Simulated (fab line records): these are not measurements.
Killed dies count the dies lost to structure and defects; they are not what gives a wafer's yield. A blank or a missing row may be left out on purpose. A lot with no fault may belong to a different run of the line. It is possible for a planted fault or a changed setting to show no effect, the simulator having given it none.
fab line records ; flow sky130
[record] lots = 6; wafers = 16; lastDay = 50
route steps=708 shown FIELD_ISO@29 NWELL@32 DNWELL@35 PWDE@45 PAD_OPEN@708
lots that met no fault: taken from a fault-free run of the same line
startH: the number of hours between the record's first day and the start of the first shown wafer of the lot ; waitH: time in hours since the lot's previous step ; " same as the row above ; L1.1+2: a row that stands for several wafers ; - no value, or no start was given ; * or withheld: withheld ; < > ~ a bound
route shown NAME@n: a module of which the file shows steps, and the number in the route of the first ; usual: mean and standard deviation over wafers with no fault ; same: alike in all rows ; chamber/n: place in a boat ; sites: each site's reading ; _std_site: their standard deviation ; _edge_site: inner sites' mean taken away from outer sites' mean ; radiusMm: for every site, how far away it sits from the centre of the wafer ; mask NAME#n: copy n ; behind: the last tool/chamber to shape the wafer ; hold: cause of the lot's hold/its duration in hours/its outcome ; device: names the non-switching transistor (n, p or np) ; end of line: tests of these same wafers at the route's end ; for a step that has no rows: nothing shown but its recipe ; killed: dies lost to structure and defects at the first sort, not the wafer's yield ; map: per-die view of a wafer (x killed, . not killed, _ where there is no die)
set.NAME: the run value of the setting; set.NAME@STEP: its run value at that earlier step ; model.NAME: the simulator's own value behind a step, which no gauge read
lots at selected steps of the route; one table per step, one row per wafer
services: a tool's chamber out of use, with start hour (startH, from the record's first day; less than 0 if before it), hours out, and reason
[[steps]]
[step SKY_FIELD_ISO_WET_ETCH_28]
[recipe] chemistry = dHF; targetDepthNm = 23.7; target = SiO2; dilution = 10:1; tempC = 25; timeS = 47
[step SKY_FIELD_ISO_WET_ETCH_29]
[recipe] chemistry = H3PO4; targetDepthNm = 160; target = Si3N4; tempC = 160; timeS = 1825
[step SKY_FIELD_ISO_WET_ETCH_30]
[recipe] chemistry = dHF; targetDepthNm = 25; target = SiO2; dilution = 10:1; tempC = 25; timeS = 50
[step SKY_NWELL_CLEAN_00]
[recipe] chemistry = SC1/SC2; mix = 1:4:20; tempC = 70; timeS = 150; dry = n2Spin
[step SKY_NWELL_OXIDATION_01]
[recipe] tempC = 900; ambient = O2; stabiliseS = 600; purgeS = 300; targetThkA = 100; oxTimeS = 1418
[step SKY_NWELL_THK_MEAS_02]
[recipe] reads = SiO2_of_NWELL_OXIDATION_01
[usual] NWELL_OXIDATION_THK = 9.89/0.19
lot.wafer;tool;chamber;startH;waitH;NWELL_OXIDATION_THK[nm]
L728.2;filmMetro-04;-;79.31;0.0;9.82
L728.4;filmMetro-04;-;79.31;0.0;9.87
L728.6;filmMetro-04;-;79.31;0.0;9.91
L735.1;filmMetro-03;-;116.52;0.0;9.88
L735.5;filmMetro-03;-;116.52;0.0;9.76
L735.6;filmMetro-03;-;116.52;0.0;9.95
L738.3;filmMetro-03;-;129.99;0.0;9.97
L738.5;filmMetro-03;-;129.99;0.0;10.15
L739.4;filmMetro-02;-;135.20;0.0;9.68
L739.5;filmMetro-02;-;135.20;0.0;9.72
L742.1;filmMetro-03;-;159.51;0.0;9.65
L742.4;filmMetro-03;-;159.51;0.0;9.66
L742.5;filmMetro-03;-;159.51;0.0;9.65
L743.1;filmMetro-04;-;159.51;0.0;9.84
L743.3;filmMetro-04;-;159.51;0.0;9.74
L743.6;filmMetro-04;-;159.51;0.0;9.70
[step SKY_DNWELL_DEHYDRATE_00]
[recipe] tempC = 200; timeS = 60
[step SKY_DNWELL_HMDS_01]
[recipe] primeTimeS = 60; primeTempC = 120
[step SKY_DNWELL_COAT_02]
[recipe] spinRpm = 2000; resistThkNm = 3000
[step SKY_DNWELL_SOFTBAKE_03]
[recipe] tempC = 110; timeS = withheld
[step SKY_DNWELL_EXPOSE_04]
[recipe] maskId = DNM; na = 0.57; targetCdNm = 3000; doseMj = 222
[step SKY_DNWELL_PEB_05]
[recipe] tempC = 115; timeS = withheld
[step SKY_DNWELL_DEVELOP_06]
[recipe] wallAngleDeg = 90; developer = TMAH; developTimeS = 60; devTempC = 23
[usual] chillPlateTempC = 23.00/0.1; resistLineTempC = 23.01/0.1
lot.wafer;tool;chamber;startH;waitH;chillPlateTempC;resistLineTempC
L728.2;lithoTrack-01;0;95;-;23.00;22.84
L728.4;lithoTrack-01;0;95;-;23.10;22.87
L728.6;lithoTrack-01;0;95;-;23.02;22.95
L735.1;lithoTrack-02;0;135;-;23.06;22.96
L735.5;lithoTrack-02;0;135;-;22.92;22.94
L735.6;lithoTrack-02;0;135;-;22.77;22.96
L738.3;lithoTrack-02;0;148;-;23.06;22.78
L738.5;lithoTrack-02;0;148;-;22.98;22.96
L739.4;lithoTrack-02;0;153;-;23.03;22.99
L739.5;lithoTrack-02;0;153;-;22.96;23.08
L742.1;lithoTrack-01;0;179;-;22.89;23.02
L742.4;lithoTrack-01;0;179;-;23.11;23.05
L742.5;lithoTrack-01;0;179;-;23.13;22.94
L743.1;lithoTrack-03;0;179;-;22.95;22.88
L743.3;lithoTrack-03;0;179;-;23.04;22.99
L743.6;lithoTrack-03;0;179;-;23.18;23.12
[step SKY_DNWELL_IMPLANT_07]
[recipe] species = P; energyKev = withheld; doseCm2 = withheld; tiltDeg = withheld
[step SKY_DNWELL_STRIP_08]
[recipe] chemistry = O2/N2; powerW = 1400; pressureMtorr = 1500; platenTempC = withheld; o2FlowSccm = 3000; n2FlowSccm = 300; overashFraction = 0.5
[usual] drypumpMotorCurrentA = 5.5/0.35; oesProductAu = 0.722/0.0043; stripTimeToEndpointS = 36.86/0.1
lot.wafer;tool;chamber;startH;waitH;drypumpMotorCurrentA;oesProductAu;rfHoursCounterH;stripTimeToEndpointS
L728.2;plasmaAsher-02;1;95.72;0.1;5.7;0.718;42;36.85
L728.4;plasmaAsher-02;0;95.72;0.1;5.3;0.729;-;36.86
L728.6;plasmaAsher-02;1;95.72;0.1;5.7;0.717;-;36.88
L735.1;plasmaAsher-04;0;135.82;0.1;5.6;0.727;2;36.81
L735.5;plasmaAsher-04;1;135.82;0.1;5.2;0.717;-;36.91
L735.6;plasmaAsher-04;0;135.82;0.1;5.5;0.729;-;36.79
L738.3;plasmaAsher-04;0;149.20;0.1;5.5;0.720;-;37.00
L738.5;plasmaAsher-04;0;149.20;0.1;5.6;0.721;-;37.18
L739.4;plasmaAsher-02;1;154.15;0.1;5.7;0.721;-;36.78
L739.5;plasmaAsher-02;1;154.15;0.1;5.7;0.724;-;36.76
L742.1;plasmaAsher-01;1;179.97;0.1;6.6;0.720;36;36.78
L742.4;plasmaAsher-01;1;179.97;0.1;6.6;0.728;-;36.71
L742.5;plasmaAsher-01;0;179.97;0.1;6.5;0.716;-;36.89
L743.1;plasmaAsher-04;0;180.03;0.1;5.6;0.720;7;36.89
L743.3;plasmaAsher-04;0;180.03;0.1;5.6;0.728;-;36.85
L743.6;plasmaAsher-04;1;180.03;0.1;5.2;0.720;-;36.80
[step SKY_DNWELL_TW_MEAS_09]
[usual] DNWELL_TW = 1107/10
lot.wafer;tool;chamber;startH;waitH;DNWELL_TW
L728.2;filmMetro-03;-;95.83;0.1;1111
L728.4;filmMetro-03;-;95.83;0.1;1117
L728.6;filmMetro-03;-;95.83;0.1;1116
L735.1;filmMetro-02;-;135.92;0.1;1102
L735.5;filmMetro-02;-;135.92;0.1;1098
L735.6;filmMetro-02;-;135.92;0.1;1103
L738.3;filmMetro-04;-;149.30;0.1;1102
L738.5;filmMetro-04;-;149.30;0.1;1104
L739.4;filmMetro-02;-;154.25;0.1;1101
L739.5;filmMetro-02;-;154.25;0.1;1099
L742.1;filmMetro-03;-;180.07;0.1;1118
L742.4;filmMetro-03;-;180.07;0.1;1118
L742.5;filmMetro-03;-;180.07;0.1;1113
L743.1;filmMetro-04;-;180.13;0.1;1096
L743.3;filmMetro-04;-;180.13;0.1;1089
L743.6;filmMetro-04;-;180.13;0.1;1090
[step SKY_PWDE_DEHYDRATE_00]
[recipe] tempC = 200; timeS = 60
[step SKY_PWDE_HMDS_01]
[recipe] primeTimeS = 60; primeTempC = 120
[step SKY_PWDE_COAT_02]
[recipe] spinRpm = 2000; resistThkNm = 3000
[step SKY_PWDE_SOFTBAKE_03]
[recipe] tempC = 110; timeS = withheld
[step SKY_PWDE_EXPOSE_04]
[recipe] maskId = PWDEM; na = 0.6; sourceShape = conventional; sigmaOuter = 0.6; polarization = unpolarized; targetCdNm = 840; doseMj = 214
[step SKY_PWDE_PEB_05]
[recipe] tempC = 115; timeS = withheld
[step SKY_PWDE_DEVELOP_06]
[recipe] wallAngleDeg = 90; developer = TMAH; developTimeS = 60; devTempC = 23
[step SKY_PWDE_OVL_MEAS_07]
[usual] PWDE_OVL = 0.6/1.3
lot.wafer;tool;chamber;startH;waitH;PWDE_OVL[nm]
L728.2;overlay-01;-;113.53;-;0.6
L728.4;overlay-01;-;113.53;-;-1.0
L728.6;overlay-01;-;113.53;-;-1.9
L735.1;overlay-02;-;155.12;-;-0.8
L735.5;overlay-02;-;155.12;-;-0.3
L735.6;overlay-02;-;155.12;-;-0.8
L738.3;overlay-02;-;168.28;-;-0.8
L738.5;overlay-02;-;168.28;-;-0.3
L739.4;overlay-01;-;173.28;-;0.9
L739.5;overlay-01;-;173.28;-;1.7
L742.1;overlay-02;-;201.16;-;0.3
L742.4;overlay-02;-;201.16;-;-0.8
L742.5;overlay-02;-;201.16;-;-1.0
L743.1;overlay-01;-;201.32;-;0.6
L743.3;overlay-01;-;201.32;-;0.7
L743.6;overlay-01;-;201.32;-;3.0
[step SKY_PWDE_IMPLANT_08]
[recipe] species = B; energyKev = 150; doseCm2 = 3.6e+12; tiltDeg = withheld
[step SKY_PWDE_STRIP_09]
[recipe] chemistry = O2/N2; powerW = 1400; pressureMtorr = 1500; platenTempC = withheld; o2FlowSccm = 3000; n2FlowSccm = 300; overashFraction = 0.5
[usual] drypumpMotorCurrentA = 5.9/0.46; oesProductAu = 0.723/0.0046; stripTimeToEndpointS = 36.90/0.12
lot.wafer;tool;chamber;startH;waitH;drypumpMotorCurrentA;oesProductAu;rfHoursCounterH;stripTimeToEndpointS
L728.2;plasmaAsher-01;1;113.71;0.1;6.6;0.718;30;36.91
L728.4;plasmaAsher-01;0;113.71;0.1;6.5;0.727;-;36.89
L728.6;plasmaAsher-01;1;113.71;0.1;6.6;0.729;-;36.76
L735.1;plasmaAsher-02;0;155.31;0.1;5.3;0.720;49;36.90
L735.5;plasmaAsher-02;1;155.31;0.1;5.7;0.731;-;37.00
L735.6;plasmaAsher-02;0;155.31;0.1;5.3;0.717;-;37.06
L738.3;plasmaAsher-01;0;168.49;0.1;6.5;0.715;-;36.87
L738.5;plasmaAsher-01;0;168.49;0.1;6.5;0.733;-;36.90
L739.4;plasmaAsher-01;0;173.48;0.1;6.5;0.724;-;37.05
L739.5;plasmaAsher-01;0;173.48;0.1;6.5;0.720;-;36.94
L742.1;plasmaAsher-03;0;201.34;0.1;5.6;0.721;50;37.04
L742.4;plasmaAsher-03;1;201.34;0.1;5.7;0.730;-;36.90
L742.5;plasmaAsher-03;0;201.34;0.1;5.6;0.723;-;36.95
L743.1;plasmaAsher-01;0;201.51;0.1;6.4;0.722;38;36.82
L743.3;plasmaAsher-01;1;201.51;0.1;6.6;0.722;-;36.80
L743.6;plasmaAsher-01;0;201.51;0.1;6.5;0.722;-;36.64
[step SKY_PWDE_TW_MEAS_10]
[usual] PWDE_TW = 371.6/2.7
lot.wafer;tool;chamber;startH;waitH;PWDE_TW
L728.2;filmMetro-03;-;113.82;0.1;372.0
L728.4;filmMetro-03;-;113.82;0.1;375.1
L728.6;filmMetro-03;-;113.82;0.1;372.8
L735.1;filmMetro-02;-;155.41;0.1;370.1
L735.5;filmMetro-02;-;155.41;0.1;371.9
L735.6;filmMetro-02;-;155.41;0.1;370.3
L738.3;filmMetro-03;-;168.58;0.1;373.5
L738.5;filmMetro-03;-;168.58;0.1;374.2
L739.4;filmMetro-03;-;173.57;0.1;371.8
L739.5;filmMetro-03;-;173.57;0.1;372.7
L742.1;filmMetro-03;-;201.44;0.1;375.4
L742.4;filmMetro-03;-;201.44;0.1;375.3
L742.5;filmMetro-03;-;201.44;0.1;374.1
L743.1;filmMetro-04;-;201.61;0.1;370.2
L743.3;filmMetro-04;-;201.61;0.1;372.8
L743.6;filmMetro-04;-;201.61;0.1;371.6
[step SKY_NWELL_DEHYDRATE_03]
[recipe] tempC = 200; timeS = 60
[step SKY_NWELL_HMDS_04]
[recipe] primeTimeS = 60; primeTempC = 120
[step SKY_NWELL_COAT_05]
[recipe] spinRpm = 2000; resistThkNm = 3000
[step SKY_NWELL_SOFTBAKE_06]
[recipe] tempC = 110; timeS = withheld
[step SKY_NWELL_EXPOSE_07]
[recipe] maskId = NWM; na = 0.6; sourceShape = conventional; sigmaOuter = 0.6; polarization = unpolarized; targetCdNm = 840; doseMj = 255
[step SKY_NWELL_PEB_08]
[recipe] tempC = 115; timeS = withheld
[step SKY_NWELL_DEVELOP_09]
[recipe] wallAngleDeg = 90; developer = TMAH; developTimeS = 60; devTempC = 23
[step SKY_NWELL_OVL_MEAS_10]
[usual] NWELL_00_OVL = -0.3/1.5
lot.wafer;tool;chamber;startH;waitH;NWELL_00_OVL[nm]
L728.2;overlay-01;-;131.84;-;-0.3
L728.4;overlay-01;-;131.84;-;0.9
L728.6;overlay-01;-;131.84;-;0.7
L735.1;overlay-01;-;175.21;-;-0.7
L735.5;overlay-01;-;175.21;-;-0.3
L735.6;overlay-01;-;175.21;-;-2.2
L738.3;overlay-02;-;188.33;-;0.5
L738.5;overlay-02;-;188.33;-;0.9
L739.4;overlay-02;-;194.93;-;-3.7
L739.5;overlay-02;-;194.93;-;-3.1
L742.1;overlay-02;-;222.67;-;1.6
L742.4;overlay-02;-;222.67;-;0.1
L742.5;overlay-02;-;222.67;-;0.0
L743.1;overlay-02;-;223.62;-;0.7
L743.3;overlay-02;-;223.62;-;-1.0
L743.6;overlay-02;-;223.62;-;-1.1
[step SKY_NWELL_IMPLANT_11]
[recipe] species = P; energyKev = 400; doseCm2 = 1.9e+13; tiltDeg = withheld
[step SKY_NWELL_IMPLANT_12]
[recipe] species = P; energyKev = 120; doseCm2 = 1.3e+12; tiltDeg = withheld
[step SKY_NWELL_IMPLANT_13]
[recipe] species = P; energyKev = 50; doseCm2 = 7e+11; tiltDeg = withheld
[step SKY_NWELL_STRIP_14]
[recipe] chemistry = O2/N2; powerW = 1400; pressureMtorr = 1500; platenTempC = withheld; o2FlowSccm = 3000; n2FlowSccm = 300; overashFraction = 0.5
[usual] drypumpMotorCurrentA = 6.1/0.53; oesProductAu = 0.723/0.0041; stripTimeToEndpointS = 36.91/0.093
lot.wafer;tool;chamber;startH;waitH;drypumpMotorCurrentA;oesProductAu;rfHoursCounterH;stripTimeToEndpointS
L728.2;plasmaAsher-04;0;132.32;0.1;5.5;0.723;1;36.81
L728.4;plasmaAsher-04;1;132.32;0.1;5.2;0.726;-;36.81
L728.6;plasmaAsher-04;0;132.32;0.1;5.6;0.728;-;36.81
L735.1;plasmaAsher-04;1;175.69;0.1;5.2;0.719;6;36.93
L735.5;plasmaAsher-04;0;175.69;0.1;5.5;0.719;-;37.06
L735.6;plasmaAsher-04;1;175.69;0.1;5.2;0.727;-;37.03
L738.3;plasmaAsher-03;1;188.84;0.1;5.7;0.722;-;36.99
L738.5;plasmaAsher-03;1;188.84;0.1;5.7;0.711;-;36.90
L739.4;plasmaAsher-01;1;195.43;0.1;6.6;0.722;-;36.98
L739.5;plasmaAsher-01;1;195.43;0.1;6.6;0.728;-;37.03
L742.1;plasmaAsher-04;0;223.16;0.1;5.6;0.733;11;36.85
L742.4;plasmaAsher-04;1;223.16;0.1;5.2;0.722;-;36.91
L742.5;plasmaAsher-04;1;223.16;0.1;5.2;0.726;-;36.91
L743.1;plasmaAsher-01;1;224.11;0.1;6.6;0.723;40;36.97
L743.3;plasmaAsher-01;0;224.11;0.1;6.5;0.719;-;36.86
L743.6;plasmaAsher-01;1;224.11;0.1;6.6;0.717;-;36.98
[step SKY_NWELL_TW_MEAS_15]
[usual] NWELL_TW = 1806/13
lot.wafer;tool;chamber;startH;waitH;NWELL_TW
L728.2;filmMetro-03;-;132.43;0.1;1804
L728.4;filmMetro-03;-;132.43;0.1;1813
L728.6;filmMetro-03;-;132.43;0.1;1813
L735.1;filmMetro-02;-;175.79;0.1;1802
L735.5;filmMetro-02;-;175.79;0.1;1798
L735.6;filmMetro-02;-;175.79;0.1;1783
L738.3;filmMetro-03;-;188.93;0.1;1810
L738.5;filmMetro-03;-;188.93;0.1;1811
L739.4;filmMetro-02;-;195.52;0.1;1798
L739.5;filmMetro-02;-;195.52;0.1;1801
L742.1;filmMetro-04;-;223.26;0.1;1783
L742.4;filmMetro-04;-;223.26;0.1;1801
L742.5;filmMetro-04;-;223.26;0.1;1787
L743.1;filmMetro-03;-;224.21;0.1;1828
L743.3;filmMetro-03;-;224.21;0.1;1830
L743.6;filmMetro-03;-;224.21;0.1;1834
[step SKY_NWELL_DEHYDRATE_16]
[recipe] tempC = 200; timeS = 60
[step SKY_NWELL_HMDS_17]
[recipe] primeTimeS = 60; primeTempC = 120
[step SKY_PAD_OPEN_PROBE_99]
[usual] killed_at_M0_to_M3 = 45/6.8; killed_at_M4_up = 3.2/1.6; killedAtContacts = 24/5.1; killedAtFrontEnd = 14/4.4; killedAtOther = 0.4/0.65; killedDies = 87/8.8; killedOpen = 47/7.2; killedShort = 39/6.1
[same] grossDies = 492; killedAtBackSide = 0
lot.wafer;tool;chamber;startH;waitH;killed_at_M0_to_M3;killed_at_M4_up;killedAtContacts;killedAtFrontEnd;killedAtOther;killedDies;killedOpen;killedShort;model.etest.resDeepNwell.widthNm;model.etest.resDeepNwell.lineOhmUm
L728.2;prober-02;-;1123.79;0.1;44;4;25;14;1;88;47;41;2988;741.7
L728.4;prober-02;-;1123.89;0.2;31;4;22;14;0;71;30;41;3013;736.7
L728.6;prober-02;-;1123.99;0.2;42;1;31;17;0;91;46;45;2994;744.2
L735.1;prober-01;-;1164.63;0.1;37;4;26;12;2;81;43;37;3008;740.9
L735.5;prober-01;-;1164.83;0.2;43;3;30;19;0;95;44;50;2991;740
L735.6;prober-01;-;1164.88;0.2;54;4;24;11;0;93;42;51;2998;727.1
L738.3;prober-02;-;1176.93;0.2;48;2;27;11;0;88;50;38;2863;779.3
L738.5;prober-02;-;1177.03;0.2;36;2;19;14;0;71;37;34;2867;772.4
L739.4;prober-01;-;1193.62;0.2;49;2;20;17;0;88;44;44;2979;733
L739.5;prober-01;-;1193.67;0.2;55;3;30;15;0;103;51;52;2853;781.2
L742.1;prober-02;-;1201.32;0.1;43;2;21;18;3;87;54;33;3003;767.8
L742.4;prober-02;-;1201.47;0.2;42;3;21;11;0;77;45;32;2994;759.1
L742.5;prober-02;-;1201.52;0.2;34;5;19;15;0;73;42;31;3001;752.7
L743.1;prober-01;-;1202.93;0.1;54;4;17;19;0;94;46;48;3004;722.4
L743.3;prober-01;-;1203.03;0.2;47;2;18;13;1;81;45;36;2999;723.1
L743.6;prober-01;-;1203.18;0.2;53;2;29;14;1;99;59;39;2994;724.1
// killed by level:class
L728.2 CONTACT:geometricParticle:open=9 VIA1:geometricParticle:open=9 VIA3:geometricParticle:open=8 METAL1:geometricParticle:short=6 VIA2:geometricParticle:open=6 FIELD_ISO:geometricParticle:open=5 LI_CONTACT:geometricParticle:open=5 METAL2:geometricParticle:short=5
L728.4 CONTACT:geometricParticle:open=6 VIA1:geometricParticle:open=6 VIA3:geometricParticle:short=6 FIELD_ISO:geometricParticle:short=4 POLY_GATE:geometricParticle:open=4 POLY_GATE:geometricParticle:short=4 LI_CONTACT:geometricParticle:open=4 LOCAL_INTERCONNECT:geometricParticle:short=4
L728.6 CONTACT:geometricParticle:open=13 VIA1:geometricParticle:short=12 LI_CONTACT:geometricParticle:open=6 LOCAL_INTERCONNECT:geometricParticle:short=6 VIA3:geometricParticle:open=5 FIELD_ISO:geometricParticle:open=4 METAL1:geometricParticle:short=4 METAL3:geometricParticle:short=4
L735.1 LI_CONTACT:geometricParticle:open=9 CONTACT:geometricParticle:open=8 VIA3:geometricParticle:open=8 VIA1:geometricParticle:open=6 VIA2:geometricParticle:short=5 CONTACT:geometricParticle:short=4 METAL3:geometricParticle:short=4 FIELD_ISO:geometricParticle:short=3
L735.5 CONTACT:geometricParticle:open=14 POLY_GATE:geometricParticle:short=7 VIA2:geometricParticle:open=7 VIA1:geometricParticle:short=7 VIA1:geometricParticle:open=6 CONTACT:geometricParticle:short=6 FIELD_ISO:geometricParticle:short=5 LI_CONTACT:geometricParticle:short=5
L735.6 METAL1:geometricParticle:short=14 VIA1:geometricParticle:open=9 VIA1:geometricParticle:short=7 CONTACT:geometricParticle:open=6 METAL2:geometricParticle:short=6 VIA2:geometricParticle:open=5 CONTACT:geometricParticle:short=5 METAL1:geometricParticle:open=5
L738.3 CONTACT:geometricParticle:open=15 VIA1:geometricParticle:open=9 VIA1:geometricParticle:short=8 CONTACT:geometricParticle:short=6 LI_CONTACT:geometricParticle:open=5 VIA2:geometricParticle:open=5 VIA3:geometricParticle:open=5 METAL1:geometricParticle:short=4
L738.5 METAL2:geometricParticle:short=9 LI_CONTACT:geometricParticle:open=8 POLY_GATE:geometricParticle:short=6 VIA1:geometricParticle:open=6 VIA2:geometricParticle:open=5 POLY_GATE:geometricParticle:open=4 METAL1:geometricParticle:short=4 LI_CONTACT:geometricParticle:short=4
L739.4 VIA1:geometricParticle:open=10 VIA2:geometricParticle:open=6 METAL1:geometricParticle:short=6 VIA3:geometricParticle:open=6 POLY_GATE:geometricParticle:open=5 LI_CONTACT:geometricParticle:open=5 CONTACT:geometricParticle:open=5 FIELD_ISO:geometricParticle:short=4
L739.5 VIA2:geometricParticle:open=12 LOCAL_INTERCONNECT:geometricParticle:short=8 METAL1:geometricParticle:short=8 VIA1:geometricParticle:open=8 FIELD_ISO:geometricParticle:short=7 CONTACT:geometricParticle:short=7 METAL3:geometricParticle:short=7 CONTACT:geometricParticle:open=7
L742.1 CONTACT:geometricParticle:open=14 VIA2:geometricParticle:open=11 VIA1:geometricParticle:open=9 POLY_GATE:geometricParticle:short=7 VIA1:geometricParticle:short=6 VIA3:geometricParticle:open=5 FIELD_ISO:geometricParticle:open=4 POLY_GATE:geometricParticle:open=3
L742.4 VIA1:geometricParticle:open=11 LI_CONTACT:geometricParticle:open=8 VIA2:geometricParticle:open=8 CONTACT:geometricParticle:open=6 CONTACT:geometricParticle:short=4 VIA1:geometricParticle:short=4 VIA2:geometricParticle:short=4 POLY_GATE:geometricParticle:short=3
L742.5 VIA2:geometricParticle:open=9 CONTACT:geometricParticle:open=7 LI_CONTACT:geometricParticle:open=6 POLY_GATE:geometricParticle:open=5 VIA1:geometricParticle:open=5 VIA3:geometricParticle:open=5 METAL4:geometricParticle:short=5 METAL1:geometricParticle:short=4
L743.1 VIA1:geometricParticle:open=13 METAL2:geometricParticle:short=9 METAL1:geometricParticle:short=7 CONTACT:geometricParticle:open=6 VIA2:geometricParticle:open=5 VIA3:geometricParticle:open=5 METAL4:geometricParticle:short=4 VIA3:geometricParticle:short=4
L743.3 VIA2:geometricParticle:open=11 VIA1:geometricParticle:open=10 CONTACT:geometricParticle:open=9 VIA1:geometricParticle:short=8 LI_CONTACT:geometricParticle:open=5 METAL2:geometricParticle:short=4 VIA2:geometricParticle:short=4 FIELD_ISO:geometricParticle:short=3
L743.6 VIA3:geometricParticle:open=15 CONTACT:geometricParticle:open=12 VIA1:geometricParticle:open=9 VIA2:geometricParticle:open=7 CONTACT:geometricParticle:short=5 FIELD_ISO:geometricParticle:open=4 LI_CONTACT:geometricParticle:open=4 METAL1:geometricParticle:short=4
[[services]]
tool;chamber;startH;hours;kind
plasmaAsher-03;-;106.84;2.8;pm
plasmaAsher-04;-;108.75;9.0;pm
plasmaAsher-04;0;108.75;9.0;ventCycle
plasmaAsher-04;1;108.75;9.0;ventCycle
plasmaAsher-03;-;111.70;3.8;repair
plasmaAsher-04;0;117.75;-;clean
plasmaAsher-04;1;117.75;-;clean
plasmaAsher-01;-;132.14;14.6;pm
plasmaAsher-02;-;179.01;2.8;pm
plasmaAsher-01;-;190.71;1.3;repair
[[key]]
firstSign none at tools or gauges
[modelEffect] step = SKY_PAD_OPEN_PROBE_99; value = etest.resDeepNwell.widthNm; without = 2996; struck = 2861
metAt SKY_DNWELL_DEVELOP_06
struckWafers L738.3,L738.5,L739.5
testerLeftOut L738,L739
onsetBetween 135 148
[fault] kind = processParameterDrift; tool = lithoTrack-02; chamber = -; onsetH = 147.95; steps = SKY_DNWELL_DEVELOP_06; channel = developTimeS; offset = *; shape = step; endH = 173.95; scope = struckWafersOnly; actsIn = *; stated = *
// testerLeftOut: of these lots the tester's yield and bins aren't shown, on N5 and GAA mostly nor the transistor test; their killed dies are dies lost to structure and defects alone, not to doping, threshold or leakage, so they don't give the yield
